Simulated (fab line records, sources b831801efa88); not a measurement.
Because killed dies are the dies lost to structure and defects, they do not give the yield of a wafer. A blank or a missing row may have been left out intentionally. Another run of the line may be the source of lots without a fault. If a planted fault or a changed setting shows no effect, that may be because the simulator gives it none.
fab line records	flow sfqLine
[record] lots = 5	wafers = 15	lastDay = 86
route steps=325 shown M5@201 A5B@209 R5@212 I5@228 C5@240 M8@325
lots untouched by any fault: they come from a run of this same line in which no faults occurred
startH: hours from the record's first day to the start of the lot's first wafer shown	waitH: hours from the lot's prior step to this one	" repeats the value in the row above	L1.1+2: a single row standing in for several wafers	- value missing, or start not given	* or withheld: withheld	< > ~ a bound
route shown NAME@n: a module of which the file shows steps, and the number in the route of the first	usual: the fault-free wafers' mean and standard deviation	same: alike in all rows	chamber/n: place in a boat	sites: per-site readings	_std_site: standard deviation across them	_edge_site: mean of outer sites minus mean of inner sites	radiusMm: for every site, how far away it sits from the centre of the wafer	mask NAME#n: copy n	behind: the tool/chamber that last shaped the wafer	hold: why the lot went on hold/how many hours it stayed there/how the hold came to an end	device: the n, p or np transistor that did not switch	end of line: the same wafers' tests at the end of the route	a step with no rows: only its recipe	killed: at the first sort, the dies lost to defects and structure; wafer yield is something else	map: dies across one wafer; x = killed, . = not, _ = none there
set.NAME: the setting the step ran with; set.NAME@STEP: the setting that earlier step ran with	model.NAME: the simulator's own value behind a step, which no gauge read
lots at selected steps of the route; one table per step, one row per wafer
services: the hour from which a tool's chamber was out of use, counted from the record's first day as startH (under 0 if before that day), plus the number of hours and why
[[steps]]
[step SFQ_TRILAYER_M5_LITHO_EXPOSE_124]
[recipe] maskId = M5	na = 0.6	sourceShape = conventional	sigmaOuter = 0.65	targetCdNm = 700	doseMj = 14.4
[step SFQ_TRILAYER_M5_LITHO_PEB_126]
[recipe] pebTempC = 115	pebTimeS = 60	resist = KrF
[step SFQ_TRILAYER_M5_LITHO_DEVELOP_125]
[recipe] timeS = 60	resist = KrF
[step SFQ_M5_OVL_MEAS_932]
[usual] M5_OVL = -1/6.5
lot.wafer	tool	chamber	startH	waitH	M5_OVL[nm]
L989.1	overlay-01	-	1383.18	0.1	7
L989.2	"	-	"	"	5
L989.5	"	-	"	"	6
L996.1	overlay-02	-	1450.76	0.1	-7
L996.4	"	-	"	"	-1
L996.5	"	-	"	"	-3
L100.4	overlay-02	-	1460.38	0.1	-10
L100.5	"	-	"	"	-2
L100.6	"	-	"	"	-6
L101.2	overlay-01	-	1462.76	0.1	-3
L101.4	"	-	"	"	-2
L101.5	"	-	"	"	2
L102.1	overlay-01	-	1465.16	0.1	1
L102.3	"	-	"	"	1
L102.4	"	-	"	"	-2
[step SFQ_TRILAYER_M5_BARC_OPEN_METAL_ETCH_161]
[recipe] maskMaterial = PR	chemistry = O2	targetDepthNm = 125	target = BARC	icpW = 600	biasW = 80	pressureMtorr = 10	timeS = 41.7
[step SFQ_TRILAYER_M5_ETCH_METAL_ETCH_126]
[recipe] target = Nb	stopOn = SiO2	maskMaterial = PR	overEtchFrac = 0.15	timeS = 203.2	chemistry = Cl2/BCl3	targetDepthNm = 265	icpW = 600	biasW = 80	pressureMtorr = 10
[usual] biasW = 80.00/0.22	drypumpMotorCurrentA = 5.6/0.46	oesProductAu = 0.730/0.0054
[same] overEtchFrac = 0.15
lot.wafer	tool	chamber	startH	waitH	biasW	drypumpMotorCurrentA	oesProductAu	rfHoursCounterH
L989.1	rieMetal-03	1	1383.28	0.0	80.07	6.4	0.733	25
L989.2	"	0	"	"	79.95	5.1	0.734	49
L989.5	"	0	"	"	80.11	5.1	0.729	-
L996.1	rieMetal-03	1	1450.85	0.0	80.07	6.4	0.737	33
L996.4	"	1	"	"	79.83	6.4	0.732	-
L996.5	"	1	"	"	79.95	6.4	0.729	-
L100.4	rieMetal-02	1	1460.52	0.1	80.34	5.7	0.728	-
L100.5	"	0	"	"	80.01	5.5	0.737	-
L100.6	"	1	"	"	80.13	5.7	0.732	-
L101.2	rieMetal-03	0	1462.85	0.0	80.11	5.1	0.736	59
L101.4	"	1	"	"	80.20	6.4	0.737	-
L101.5	"	0	"	"	80.23	5.1	0.734	-
L102.1	rieMetal-03	1	1465.25	0.0	80.28	6.4	0.732	35
L102.3	"	0	"	"	79.64	5.1	0.732	-
L102.4	"	1	"	"	79.87	6.4	0.731	-
[step SFQ_TRILAYER_M5_STRIP_STRIP_127]
[recipe] gas = O2	powerW = 200	platenTempC = 40	overashFraction = 0.65	chemistry = O2	pressureMtorr = 50
[usual] drypumpMotorCurrentA = 5.6/0.47	oesProductAu = 0.995/0.0073
lot.wafer	tool	chamber	startH	waitH	drypumpMotorCurrentA	oesProductAu	rfHoursCounterH
L989.1	rieMetal-03	1	1383.47	0.1	6.4	0.999	25
L989.2	"	0	"	"	5.1	0.998	50
L989.5	"	0	"	"	5.1	0.993	-
L996.1	rieMetal-03	1	1451.05	0.1	6.4	0.997	33
L996.4	"	1	"	"	6.4	1.003	-
L996.5	"	1	"	"	6.4	0.996	-
L100.4	rieMetal-02	1	1460.85	0.3	5.7	0.982	-
L100.5	"	0	"	"	5.5	0.985	-
L100.6	"	1	"	"	5.7	0.987	-
L101.2	rieMetal-03	0	1463.05	0.1	5.1	0.997	59
L101.4	"	1	"	"	6.4	1.000	-
L101.5	"	0	"	"	5.1	1.001	-
L102.1	rieMetal-03	1	1465.45	0.1	6.4	0.987	35
L102.3	"	0	"	"	5.1	0.987	-
L102.4	"	1	"	"	6.4	0.994	-
[step SFQ_TRILAYER_M5_STRIP_SOLV_CLEAN_128]
[recipe] chemistry = NMP	tempC = 70	timeS = 600
[step SFQ_TRILAYER_A5B_DEP_PECVD_129]
[recipe] material = SiO2	tempC = 150	timeS = 133.33	pressureTorr = 2.4	rfW = 183.3	precursor = SiH4/N2O	targetThkNm = 600
[step SFQ_TRILAYER_A5B_CMP_CMP_130]
[recipe] stopOn = Nb	downForcePsi = 3	platenRpm = 60	targetThkNm = 340.7
[usual] motorCurrentA = 9.7/0.88	slurryFilterDpKPa = 13.50/0.14
lot.wafer	tool	chamber	startH	waitH	motorCurrentA	slurryFilterDpKPa
L989.1	cmp-02	1	1385.35	1.0	10.7	13.41
L989.2	"	2	"	"	9.1	13.35
L989.5	"	0	1386.85	2.5	9.6	13.29
L996.4	cmp-02	1	1452.93	1.0	9.3	13.36
L996.1	"	2	"	"	9.5	13.50
L996.5	"	0	1454.43	2.5	9.5	13.35
L100.4	cmp-02	2	1464.93	3.4	9.5	13.65
L100.6	"	1	1466.43	4.9	9.9	13.71
L100.5	"	2	"	"	9.4	13.39
L101.4	cmp-01	2	1470.55	6.5	8.7	13.58
L101.2	"	3	"	"	8.9	13.22
L101.5	"	3	1473.05	9.0	8.5	13.54
L102.3	cmp-01	2	1474.05	7.8	8.5	13.25
L102.4	"	3	"	"	8.6	13.60
L102.1	"	0	"	"	9.8	13.35
[step SFQ_TRILAYER_A5B_METRO_MEASURE_131]
[step SFQ_TRILAYER_R5_DEP_SPUTTER_132]
[recipe] material = Ti	basePressurePa = 1.33e-06	targetThkNm = 5	powerW = 2000	timeS = 5	chamberPressurePa = 0.4
[step SFQ_TRILAYER_R5_DEP_SPUTTER_133]
[recipe] material = MoNx	basePressurePa = 1.33e-06	targetThkNm = 40	powerW = 1000	timeS = 66.7	chamberPressurePa = 0.4
[usual] throttleValvePct = 29.7/1.1
lot.wafer	tool	chamber	startH	waitH	throttleValvePct	model.MoNx_of_TRILAYER_R5_DEP_SPUTTER_133.thkNm
L989.1	pvdSputter-04	-	1388.57	0.0	30.5	40.45
L989.2	"	-	"	"	29.1	40.57
L989.5	"	-	"	"	28.7	40.53
L996.1	pvdSputter-03	-	1456.65	0.0	31.7	40.12
L996.4	"	-	"	"	29.0	39.38
L996.5	"	-	"	"	27.9	39.35
L100.4	pvdSputter-04	-	1468.65	0.0	30.2	40.74
L100.5	"	-	"	"	29.0	41.1
L100.6	"	-	"	"	30.6	40.68
L101.2	pvdSputter-03	-	1474.77	0.0	29.0	39.45
L101.4	"	-	"	"	31.4	24.11
L101.5	"	-	"	"	31.3	23.76
L102.1	pvdSputter-04	-	1477.77	0.0	30.2	40.01
L102.3	"	-	"	"	28.6	39.94
L102.4	"	-	"	"	29.1	40.27
[step SFQ_TRILAYER_R5_DEP_SPUTTER_134]
[recipe] material = Ti	basePressurePa = 1.33e-06	targetThkNm = 5	powerW = 2000	timeS = 5	chamberPressurePa = 0.4
[usual] throttleValvePct = 29.7/1.1
lot.wafer	tool	chamber	startH	waitH	throttleValvePct
L989.1	pvdSputter-04	-	1388.63	0.0	30.4
L989.2	"	-	"	"	29.2
L989.5	"	-	"	"	28.8
L996.1	pvdSputter-03	-	1456.70	0.0	31.7
L996.4	"	-	"	"	28.6
L996.5	"	-	"	"	28.0
L100.4	pvdSputter-04	-	1468.70	0.0	30.5
L100.5	"	-	"	"	29.0
L100.6	"	-	"	"	30.3
L101.2	pvdSputter-03	-	1474.83	0.0	28.6
L101.4	"	-	"	"	31.6
L101.5	"	-	"	"	31.7
L102.1	pvdSputter-04	-	1477.83	0.0	30.6
L102.3	"	-	"	"	28.7
L102.4	"	-	"	"	29.0
[step SFQ_R5_RS_MEAS_933]
[recipe] thkMeasGauge = four-point-probe	reads = Ti_of_TRILAYER_R5_DEP_SPUTTER_134+MoNx_of_TRILAYER_R5_DEP_SPUTTER_133+Ti_of_TRILAYER_R5_DEP_SPUTTER_132
[usual] R5_MONX_RS = 7.01/0.074
lot.wafer	tool	chamber	startH	waitH	R5_MONX_RS[ohm/sq]
L989.1	filmMetro-03	-	1388.65	0.0	6.95
L989.2	"	-	"	"	6.94
L989.5	"	-	"	"	6.96
L996.1	filmMetro-03	-	1456.72	0.0	6.99
L996.4	"	-	"	"	7.12
L996.5	"	-	"	"	7.13
L100.4	filmMetro-03	-	1468.78	0.1	6.93
L100.5	"	-	"	"	6.88
L100.6	"	-	"	"	6.95
L101.2	filmMetro-03	-	1474.87	0.0	7.12
L101.4	"	-	"	"	11.20
L101.5	"	-	"	"	11.32
L102.1	filmMetro-03	-	1477.85	0.0	7.04
L102.3	"	-	"	"	7.05
L102.4	"	-	"	"	7.00
[step SFQ_R5_THK_MEAS_934]
[recipe] thkMeasGauge = xrf	reads = MoNx_of_TRILAYER_R5_DEP_SPUTTER_133
[usual] R5_MONX_THK = 40.6/0.57
lot.wafer	tool	chamber	startH	waitH	R5_MONX_THK[nm]
L989.1	filmMetro-03	-	1388.77	0.1	41.1
L989.2	"	-	"	"	41.3
L989.5	"	-	"	"	41.2
L996.1	filmMetro-03	-	1456.84	0.1	40.5
L996.4	"	-	"	"	40.1
L996.5	"	-	"	"	39.8
L100.4	filmMetro-03	-	1468.87	0.1	41.3
L100.5	"	-	"	"	41.6
L100.6	"	-	"	"	41.1
L101.2	filmMetro-03	-	1474.98	0.1	40.0
L101.4	"	-	"	"	24.3
L101.5	"	-	"	"	24.0
L102.1	filmMetro-03	-	1477.97	0.1	40.6
L102.3	"	-	"	"	40.4
L102.4	"	-	"	"	40.8
[step SFQ_TRILAYER_R5_LITHO_COAT_141]
[recipe] resist = BARC	spinRpm = 3000	resistThkNm = 62
[step SFQ_TRILAYER_R5_LITHO_COAT_136]
[recipe] resist = KrF	spinRpm = 3000	resistThkNm = 600
[step SFQ_TRILAYER_R5_LITHO_SOFTBAKE_140]
[recipe] tempC = withheld	timeS = withheld	resist = KrF
[step SFQ_TRILAYER_R5_LITHO_EXPOSE_137]
[recipe] maskId = R5	na = 0.6	sourceShape = conventional	sigmaOuter = 0.65	targetCdNm = 500	doseMj = 14.4
[step SFQ_TRILAYER_R5_LITHO_PEB_139]
[recipe] pebTempC = 115	pebTimeS = 60	resist = KrF
[step SFQ_TRILAYER_R5_LITHO_DEVELOP_138]
[recipe] timeS = 60	resist = KrF
[step SFQ_R5_OVL_MEAS_935]
[usual] R5_OVL = 2/5.6
lot.wafer	tool	chamber	startH	waitH	R5_OVL[nm]
L989.1	overlay-02	-	1511.96	0.1	-3
L989.2	"	-	"	"	8
L989.5	"	-	"	"	5
L996.1	overlay-02	-	1571.19	0.1	-2
L996.4	"	-	"	"	2
L996.5	"	-	"	"	-4
L100.4	overlay-02	-	1579.61	0.1	14
L100.5	"	-	"	"	10
L100.6	"	-	"	"	14
L101.2	overlay-02	-	1584.39	0.1	2
L101.4	"	-	"	"	1
L101.5	"	-	"	"	7
L102.1	overlay-02	-	1586.79	0.1	-2
L102.3	"	-	"	"	-2
L102.4	"	-	"	"	-3
[step SFQ_TRILAYER_R5_BARC_OPEN_METAL_ETCH_177]
[recipe] maskMaterial = PR	chemistry = O2	targetDepthNm = 125	target = BARC	icpW = 600	biasW = 80	pressureMtorr = 10	timeS = 41.7
[usual] biasW = 80.01/0.24	drypumpMotorCurrentA = 5.4/0.33	oesProductAu = 0.685/0.0047
lot.wafer	tool	chamber	startH	waitH	biasW	drypumpMotorCurrentA	oesProductAu	rfHoursCounterH
L989.1	rieMetal-04	0	1512.00	0.0	79.93	4.9	0.684	126
L989.2	"	1	"	"	79.75	5.5	0.685	61
L989.5	"	0	"	"	79.67	4.9	0.690	-
L996.1	rieMetal-03	1	1571.22	0.0	79.62	6.4	0.691	53
L996.4	"	1	"	"	79.52	6.4	0.690	-
L996.5	"	0	"	"	80.34	5.1	0.687	-
L100.4	rieMetal-03	0	1579.64	0.0	80.03	5.1	0.689	-
L100.5	"	1	"	"	79.97	6.4	0.672	-
L100.6	"	0	"	"	79.61	5.1	0.691	-
L101.2	rieMetal-03	0	1584.44	0.0	79.83	5.1	0.682	-
L101.4	"	0	"	"	79.82	5.1	0.683	-
L101.5	"	0	"	"	79.94	5.1	0.683	-
L102.1	rieMetal-04	1	1586.82	0.0	80.02	5.5	0.686	71
L102.3	"	1	"	"	79.79	5.5	0.691	-
L102.4	"	1	"	"	79.93	5.5	0.681	-
[step SFQ_TRILAYER_R5_ETCH_METAL_ETCH_139]
[recipe] stopOn = SiO2	maskMaterial = PR	chemistry = Cl2	targetDepthNm = 60	icpW = 600	biasW = 80	pressureMtorr = 10	timeS = 40
[step SFQ_TRILAYER_R5_STRIP_STRIP_140]
[recipe] gas = O2	powerW = 200	platenTempC = 40	overashFraction = 0.65	chemistry = O2	pressureMtorr = 50
[step SFQ_TRILAYER_R5_STRIP_SOLV_CLEAN_141]
[recipe] chemistry = NMP	tempC = 70	timeS = 600
[step SFQ_TRILAYER_A5C_DEP_PECVD_142]
[recipe] material = SiO2	tempC = 150	timeS = 15.556	pressureTorr = 2.4	rfW = 183.3	precursor = SiH4/N2O	targetThkNm = 70
[step SFQ_TRILAYER_I5_LITHO_COAT_149]
[recipe] resist = BARC	spinRpm = 3000	resistThkNm = 62
[step SFQ_TRILAYER_I5_LITHO_COAT_144]
[recipe] resist = KrF	spinRpm = 3000	resistThkNm = 650
[step SFQ_TRILAYER_I5_LITHO_SOFTBAKE_148]
[recipe] tempC = withheld	timeS = withheld	resist = KrF
[step SFQ_TRILAYER_I5_LITHO_EXPOSE_145]
[recipe] maskId = I5	na = 0.6	sourceShape = conventional	sigmaOuter = 0.65	targetCdNm = 700	doseMj = 21.3
[step SFQ_TRILAYER_I5_LITHO_PEB_147]
[recipe] pebTempC = 115	pebTimeS = 60	resist = KrF
[step SFQ_TRILAYER_I5_LITHO_DEVELOP_146]
[recipe] timeS = 60	resist = KrF
[step SFQ_I5_OVL_MEAS_936]
[usual] I5_OVL = 1/5.9
lot.wafer	tool	chamber	startH	waitH	I5_OVL[nm]
L989.1	overlay-02	-	1623.99	0.1	0
L989.2	"	-	"	"	-4
L989.5	"	-	"	"	7
L996.1	overlay-01	-	1696.97	0.1	-8
L996.4	"	-	"	"	-2
L996.5	"	-	"	"	1
L100.4	overlay-01	-	1712.76	0.1	6
L100.5	"	-	"	"	11
L100.6	"	-	"	"	6
L101.2	overlay-01	-	1723.55	0.1	-1
L101.4	"	-	"	"	-1
L101.5	"	-	"	"	4
L102.1	overlay-01	-	1727.27	0.1	3
L102.3	"	-	"	"	8
L102.4	"	-	"	"	2
[step SFQ_TRILAYER_I5_BARC_OPEN_VIA_ETCH_200]
[recipe] maskMaterial = PR	chemistry = O2	targetDepthNm = 125	target = BARC	sourceW = 500	biasW = 80	pressureMtorr = 30	timeS = 41.7
[step SFQ_TRILAYER_I5_ETCH_VIA_ETCH_147]
[recipe] stopOn = Nb	maskMaterial = PR	chemistry = CHF3	targetDepthNm = 360	sourceW = 500	biasW = 80	pressureMtorr = 30	timeS = withheld
[step SFQ_TRILAYER_I5_STRIP_STRIP_148]
[recipe] gas = O2	powerW = 200	platenTempC = 40	overashFraction = 0.65	chemistry = O2	pressureMtorr = 50
[step SFQ_TRILAYER_I5_STRIP_SOLV_CLEAN_149]
[recipe] chemistry = NMP	tempC = 70	timeS = 600
[step SFQ_TRILAYER_C5_LITHO_COAT_156]
[recipe] resist = BARC	spinRpm = 3000	resistThkNm = 62
[step SFQ_TRILAYER_C5_LITHO_COAT_151]
[recipe] resist = KrF	spinRpm = 3000	resistThkNm = 650
[step SFQ_TRILAYER_C5_LITHO_SOFTBAKE_155]
[recipe] tempC = withheld	timeS = withheld	resist = KrF
[step SFQ_M8_BOW_MEAS_951]
[recipe] mode = bow
[usual] M8_BOW = 5/12
lot.wafer	tool	chamber	startH	waitH	M8_BOW[um]	model.etest.r5.ohmUm	model.etest.c5.linkOhm	model.etest.r5.ohmSq
L989.1	filmMetro-04	-	1991.46	0.0	6	13.94	7.926	6.973
L989.2	"	-	"	"	15	13.87	7.902	6.952
L989.5	"	-	"	"	25	13.9	7.907	6.958
L996.1	filmMetro-03	-	2042.32	0.0	-1	14	7.999	7.03
L996.4	"	-	"	"	3	14.23	8.136	7.162
L996.5	"	-	"	"	-5	14.26	8.142	7.168
L100.4	filmMetro-04	-	2050.85	0.1	7	13.82	7.871	6.922
L100.5	"	-	"	"	3	13.7	7.806	6.862
L100.6	"	-	"	"	19	13.84	7.879	6.933
L101.2	filmMetro-02	-	2056.33	0.0	11	14.24	8.109	7.149
L101.4	"	-	"	"	23	23.34	12.66	11.7
L101.5	"	-	"	"	7	23.66	12.83	11.87
L102.1	filmMetro-04	-	2060.32	0.0	0	14.11	8.001	7.048
L102.3	"	-	"	"	-2	14.13	8.015	7.061
L102.4	"	-	"	"	-6	14.01	7.958	7.004
[[services]]
tool	chamber	startH	hours	kind
cmp-01	-	1367.26	3.9	pm
cmp-02	-	1393.97	1.6	repair
cmp-01	-	1397.81	0.8	repair
cmp-01	-	1430.61	1.6	repair
cmp-01	-	1432.23	4.0	pm
cmp-01	-	1436.23	-	consumableReplace:conditioner
cmp-01	-	1436.23	-	consumableReplace:pad
pvdSputter-03	-	1438.64	9.9	repair
pvdSputter-03	-	1452.74	3.1	repair
cmp-01	-	1462.73	4.8	pm
rieMetal-04	-	1467.17	14.6	pm
cmp-02	-	1491.90	0.3	repair
rieMetal-02	0	1503.68	5.5	repair
rieMetal-02	0	1532.38	3.0	repair
rieMetal-03	-	1539.30	2.6	repair
cmp-01	-	1544.74	0.5	repair
cmp-01	-	1547.64	0.5	repair
cmp-02	-	1549.07	5.4	repair
rieMetal-02	0	1558.00	1.0	repair
pvdSputter-04	-	1565.11	3.7	repair
pvdSputter-04	-	1566.55	12.7	repair
rieMetal-02	1	1577.27	12.6	repair
rieMetal-03	1	1584.04	20.1	repair
cmp-02	-	1584.50	8.3	pm
[[key]]
[firstSign] step = SFQ_R5_RS_MEAS_933	reading = R5_MONX_RS	direction = up	sigmas = 58	usual = 7.01	struck = 11.26
[effect] step = SFQ_R5_THK_MEAS_934	reading = R5_MONX_THK	direction = down	sigmas = 29	usual = 40.6	struck = 24.2
[modelEffect] step = SFQ_TRILAYER_R5_DEP_SPUTTER_133	value = MoNx_of_TRILAYER_R5_DEP_SPUTTER_133.thkNm	without = 39.79	struck = 23.94
[modelEffect] step = SFQ_M8_BOW_MEAS_951	value = etest.r5.ohmUm	without = 14.13	struck = 23.5
metAt SFQ_TRILAYER_R5_DEP_SPUTTER_133
struckWafers L101.4,L101.5
onsetBetween 1456.65 1474.77
[fault] kind = processParameterDrift	tool = pvdSputter-03	chamber = -	onsetH = 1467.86	steps = SFQ_TRILAYER_R5_DEP_SPUTTER_133	channel = targetThkNm	offset = -15.858	shape = step	endH = 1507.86	actsIn = theseRecipesOnly	stated = 40	scope = struckWafersOnly
